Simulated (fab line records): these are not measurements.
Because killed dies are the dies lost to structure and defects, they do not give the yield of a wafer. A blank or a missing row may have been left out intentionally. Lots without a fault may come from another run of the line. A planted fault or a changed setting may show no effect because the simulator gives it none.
Problem report in the 8D (eight disciplines) form, filled by code + flow gf180mcu + the parts of the form that need people (team, actions taken, sign-off) are left out

== 1. WHAT WENT WRONG ==
M1_ALCU_THK at GF_M1_THK_MEAS_06 reads a mean of 398 nm on 2 wafers of 2 lots; wafers without a fault read 443 nm with a standard deviation of 5.8. That is -7.8 standard deviations from the usual mean.
The step: measures by xrf.
First observed at day 23 08:32: wafer L144.3, on film metro-03. Wafers with a number at this step in the record: 33, from 11 lots. By rule, "out" or "out of limits" means more than 4 standard deviations away from the usual mean. Any other wafer with a number is counted as sound.

== 2. WHAT IT IS, AND WHAT IT ISN'T ==
| question                    | is                           | is not                                                                    |
|-----------------------------|------------------------------|---------------------------------------------------------------------------|
| which readings at this step | M1_ALCU_THK                  | -                                                                         |
| which lots                  | L144, L145                   | L125, L127, L128, L133, L135, L136, L137, L142, L147                      |
| which wafers of those lots  | L144.3, L145.2               | L144.5, L144.6, L145.4, L145.6                                            |
| read on which gauges        | film metro-03, film metro-04 | film metro-01                                                             |
| when                        | from day 23 08:32            | up to then (26 sound wafers); but 5 sound wafers of L145, L147 came after |

== 3. THE SUSPECTS, EACH WITH WHAT RULES IT OUT ==
Counting: a tool at a process step up to the reading stays a suspect if it ran every lot that is out. Sound lots after the first of them don't rule it out here, since some wafers of a struck lot are sound.
- ruled out: the gauge at GF_M1_THK_MEAS_06. The wafers that are out were read on 2 gauges (film metro-03, film metro-04).
- rie diel-04 at GF_CONTACT_ETCH_16 (etches BARC in N2/H2): kept. It processed each lot that is out (first: L144, day 23 06:56); up to then, its last sound lot is L128 (day 17 09:20).
- pvd sputter-02 at GF_M1_SPUTTER_04 (material TiN, target thk 50 nm, time 41.7 s): kept. It processed each lot that is out (first: L144, day 23 08:21); up to then, its last sound lot is L136 (day 20 07:00).
After counting, rie diel-04 at GF_CONTACT_ETCH_16 and pvd sputter-02 at GF_M1_SPUTTER_04 remain.

== 4. THE CAUSE (what the simulator had put in) ==
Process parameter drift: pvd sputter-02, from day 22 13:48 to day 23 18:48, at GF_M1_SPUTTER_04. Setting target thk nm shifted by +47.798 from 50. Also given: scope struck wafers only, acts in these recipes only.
Counting leaves 2 suspects; this tool is one of them.

== 5. THE EFFECT CHAIN, in route order ==
Rows list readings where the struck wafers' mean (over those with a number) sits beyond 3 standard deviations from the usual. Only readings for which the record gives a usual standard deviation are gone through. hours: the time from each lot's start at the first step in this table that gives one to its start at this step, as a median over the lots. sigmas: the change in usual standard deviations.
| hours | step              | reading     | usual  | on struck wafers | change | sigmas |
|-------|-------------------|-------------|--------|------------------|--------|--------|
| 0     | GF_M1_THK_MEAS_06 | M1_ALCU_THK | 443 nm | 398              | -45    | -7.8   |

== 6. WHAT WOULD HAVE CAUGHT IT SOONER ==
The first out-of-limits reading at a measuring or inspecting step in this record came at day 23 08:32, 19 hours after the fault's start at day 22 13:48.
Of the tool readings at GF_M1_SPUTTER_04 for which the record gives a usual standard deviation, none was out on any struck wafer, so an alarm limit of 4 standard deviations on them would not have fired.
Of the lots that are out (2), L145 began GF_M1_SPUTTER_04 on pvd sputter-02 after day 23 08:32. Had the tool been put on hold then, it would have been spared.
